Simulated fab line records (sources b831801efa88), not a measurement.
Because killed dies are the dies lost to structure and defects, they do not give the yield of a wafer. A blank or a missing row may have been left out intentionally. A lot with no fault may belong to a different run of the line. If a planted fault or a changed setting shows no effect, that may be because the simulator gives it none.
Struck lot and sound lot, side by side | flow gf180mcu | 27 out of 602 route steps
Sound: the wafers L411.3, L411.4, L411.6. The struck wafers were L425.1, L425.3, L425.5. Last of all comes the cause.
Order at every step that has rows: each side's tool, ch and its chambers, its first start. Under that, the readings that differ: sound wafers | struck wafers | difference of the means | sigmas: that difference in standard deviations of wafers without a fault.
alike: words and numbers the same on both sides, and readings whose means are apart by under 2 such deviations; not compared: readings that were withheld, readings missing a value for some wafer, numbers with overlapping values and no deviation given by the record, and bounds like >300 which may hide the same value.
A row with sigmas, a row that says differs or no value, or rows on one side alone: a step with any of these is where the two part. Numbers that have no deviation but don't overlap get no sigmas and don't part them. A reading missing from all wafers of one side parts the sides only when that side holds two or more wafers.

first, 7 steps without rows for these wafers: GF_V1_ETCH_16 (etches BARC in N2/H2); GF_V1_ETCH_17 (etches SiO2 in C4F8/O2/Ar, stops on TiN, target depth 630 nm); GF_V1_STRIP_18 (strips in O2/N2); GF_V1_STRIP_19 (strips in post etch residue remover, time 1200 s); GF_V1_CLEAN_20 (cleans in DIW); GF_V1_SPUTTER_21 (material Ti, target thk 15 nm, time 80.02 s); GF_V1_SPUTTER_22 (material TiN, target thk 10 nm, time 40 s).
GF_V1_CVD_23: deposits W, target thk 350 nm, time 105.05 s.
  sound on cvd-w-02 ch 0,1, day 20 11:14; struck on cvd-w-01 ch 0,1, day 25 06:07
  alike: heater-power-w
GF_V1_RS_MEAS_24: uses a four-point probe to measure.
  sound: film-metro-04 at day 20 11:20; struck: film-metro-03 at day 25 06:13
  alike: V1_W_RS
GF_V1_THK_MEAS_25: measures by xrf.
  sound: film-metro-04 at day 20 11:26; struck: film-metro-03 at day 25 06:20
  alike: V1_W_THK
then, 1 step without rows for these wafers: GF_V1_CMP_26 (polishes, stops on SiO2, t overpolish 15 s, target thk 0 nm).
GF_M2_SPUTTER_00: material Ti, target thk 37.5 nm, time 150 s.
  sound: pvd-sputter-04 at day 20 11:47; struck: pvd-sputter-04 at day 25 06:42
  alike: cathode-dc-power-W, chamber-pressure-pa, throttle-valve-pct
GF_M2_SPUTTER_01: material TiN, target thk 30 nm, time 25 s.
  sound: pvd-sputter-04 at day 20 11:53; struck: pvd-sputter-04 at day 25 06:48
  no value came back on the struck wafers for cathode-dc-power-W (W), chamber-pressure-pa (Pa), throttle-valve-pct (%); on the sound wafers cathode-dc-power-W (W) reads 6500.0 6498.3 6498.1
then, 1 step without rows for these wafers: GF_M2_SPUTTER_02 (material AlCu, target thk 450 nm, time 23.9 s).
GF_M2_SPUTTER_03: material Ti, target thk 10 nm, time 6.7 s.
  sound: pvd-sputter-04 at day 20 11:56; struck: pvd-sputter-04 at day 25 06:52
  alike: cathode-dc-power-W, chamber-pressure-pa, throttle-valve-pct
GF_M2_SPUTTER_04: material TiN, target thk 50 nm, time 41.7 s.
  sound: pvd-sputter-04 at day 20 11:58; struck: pvd-sputter-04 at day 25 06:53
  alike: cathode-dc-power-W, chamber-pressure-pa, throttle-valve-pct
then, 7 steps without rows for these wafers: GF_M2_DEHYDRATE_07 (time 60 s); GF_M2_HMDS_08 (prime time 60 s); GF_M2_COAT_09 (resist thk 1000 nm); GF_M2_SOFTBAKE_10 (time 58.37 s); GF_M2_EXPOSE_11 (exposes mask Metal2, target cd 280 nm); GF_M2_PEB_12 (peb time 90 s); GF_M2_DEVELOP_13 (develop time 60 s).
GF_M2_CD_MEAS_14 targets a cd of 280 nm.
  sound: cd-sem-01 at day 21 12:20; struck: cd-sem-02 at day 26 03:38
  alike: cd-nm
GF_M2_OVL_MEAS_15:
  sound: overlay-01 at day 21 12:25; struck: overlay-01 at day 26 03:45
  alike: M2_OVL
GF_M2_METAL_ETCH_16: etches the open film in Cl2/BCl3, stops on SiO2, target depth 627.5 nm, time 104.6 s.
  sound on rie-metal-01 ch 0,1, day 21 12:29; struck on rie-metal-03 ch 0, day 26 03:47
  reading               | sound             | struck            | difference | sigmas
  oes-product-au (a.u.) | 0.975 0.964 0.968 | 0.950 0.947 0.936 | -0.025     | -4
  alike: drypump-motor-current-A, rf-fwd-power-W, throttle-valve-pct
  not compared: rf-hours-counter-h
GF_M2_STRIP_17: strips in O2/N2.
  sound on plasma-asher-04 ch 0,1, day 21 12:35; struck on plasma-asher-04 ch 0, day 26 03:54
  alike: drypump-motor-current-A, heater-power-w, o2-flow-sccm, oes-product-au, platen-temp-c, strip-time-to-endpoint-s
  not compared: rf-hours-counter-h

WHERE THEY PART
Earliest at GF_M2_SPUTTER_01; latest, in this record, at GF_M2_METAL_ETCH_16. Later steps at which nothing parts them and some readings are alike: GF_M2_STRIP_17.

WHY: the cause the simulator had injected
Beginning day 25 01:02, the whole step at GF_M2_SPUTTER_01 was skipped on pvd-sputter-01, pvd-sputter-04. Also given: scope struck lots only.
